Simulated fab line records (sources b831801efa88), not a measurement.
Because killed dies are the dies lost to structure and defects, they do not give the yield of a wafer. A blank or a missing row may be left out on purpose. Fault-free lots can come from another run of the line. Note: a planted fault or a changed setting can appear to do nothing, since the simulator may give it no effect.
One fault seen from 2 desks	flow gf180mcu	only its own numbers are on each desk; what lay behind them is given at the end

AT THE METROLOGY DESK
What the gauges read, lot by lot, whatever tool the lot ran on: means of the sampled wafers that have a number. If a lot's mean is further than 4 standard deviations from the usual mean, the lot is out of limits and carries the mark OUT (the distance appears in the brackets).
Columns: A = HV_LDD_OVL at GF_HV_LDD_OVL_MEAS_08, usual 0.3 nm; B = HV_LDD_RS at GF_HV_LDD_RS_MEAS_53, usual 418.9 ohm/sq; C = NSD_RS at GF_PSD_RS_MEAS_14, usual 46.42 ohm/sq
lot	first seen here	A	B	C
L875	day 10 04:10	-1.1	417.5	46.40
L876	day 10 08:07	-1.8	419.1	46.51
L880	day 11 13:56	0.9	417.6	46.41
L883	day 12 09:52	-1.1	419.3	45.31 (-13) OUT
L885	day 13 03:47	-1.5	419.3	45.38 (-12) OUT
L888	day 13 22:37	-1.0	419.4	46.46
L890	day 14 11:37	2.6	417.9	46.37
L891	day 14 18:49	0.0	419.2	46.42
L892	day 15 08:07	0.9	418.7	46.46
L895	day 16 03:10	1.1	418.5	46.51
L896	day 16 10:53	-2.3	420.3	46.45
L897	day 16 17:17	-1.8	419.5	46.44
L898	day 17 06:04	-0.1	419.7	46.38
This desk reports L883, L885 out of limits; the earliest was L883 at day 17 01:03 (NSD_RS at GF_PSD_RS_MEAS_14). L875, L876, L880, L888, L890, L891, L892, L895, L896, L897, L898: within limits.

TOOL OWNER'S DESK, implanter-03
GF_NSD_IMPLANT_10, tool's own readings: per-lot mean of the sampled wafers with a number, covering each lot this tool ran. If a lot's mean is further than 4 standard deviations from the usual mean, the lot is out of limits and carries the mark OUT (the distance appears in the brackets).
Columns: A = dose_ions_cm2 at GF_NSD_IMPLANT_10, usual 5e+14; B = end_station_pressure_torr at GF_NSD_IMPLANT_10, usual 7.2e-06 Torr; C = faraday_current_uA at GF_NSD_IMPLANT_10, usual 2779
lot	first seen here	A	B	C
L880	day 15 01:28	5e+14	7.1e-06	2721
L883	day 16 01:53	6e+14 (+99 or more) OUT	7.8e-06	3337 (+9.6) OUT
L885	day 16 19:09	6e+14 (+99 or more) OUT	7.9e-06	3316 (+9.3) OUT
L895	day 20 05:53	5e+14	7.2e-06	2843
L896	day 20 14:28	5e+14	7.0e-06	2820
L898	day 21 10:06	5e+14	7.3e-06	2774
This desk's verdict: out of limits on L883, L885, starting with L883 at day 16 01:53 (dose_ions_cm2 at GF_NSD_IMPLANT_10). L880, L895, L896, L898: within limits.

PUT TOGETHER
The tool owner's desk could have raised an alarm at day 16 01:53, on L883, L885.
On L883, L885, the metrology desk was in a position to raise an alarm at day 17 01:03.
Every lot named ran GF_NSD_IMPLANT_10 on implanter-03.

WHAT HAD BEEN PUT IN BY THE SIMULATOR
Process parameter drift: implanter-03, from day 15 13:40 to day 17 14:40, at GF_NSD_IMPLANT_10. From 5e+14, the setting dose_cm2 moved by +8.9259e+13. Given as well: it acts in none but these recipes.
Shown lots that were struck: L883, L885.
Hours from the fault's start to each desk's first reading out of limits: the tool owner's desk, 12; the metrology desk, 35.
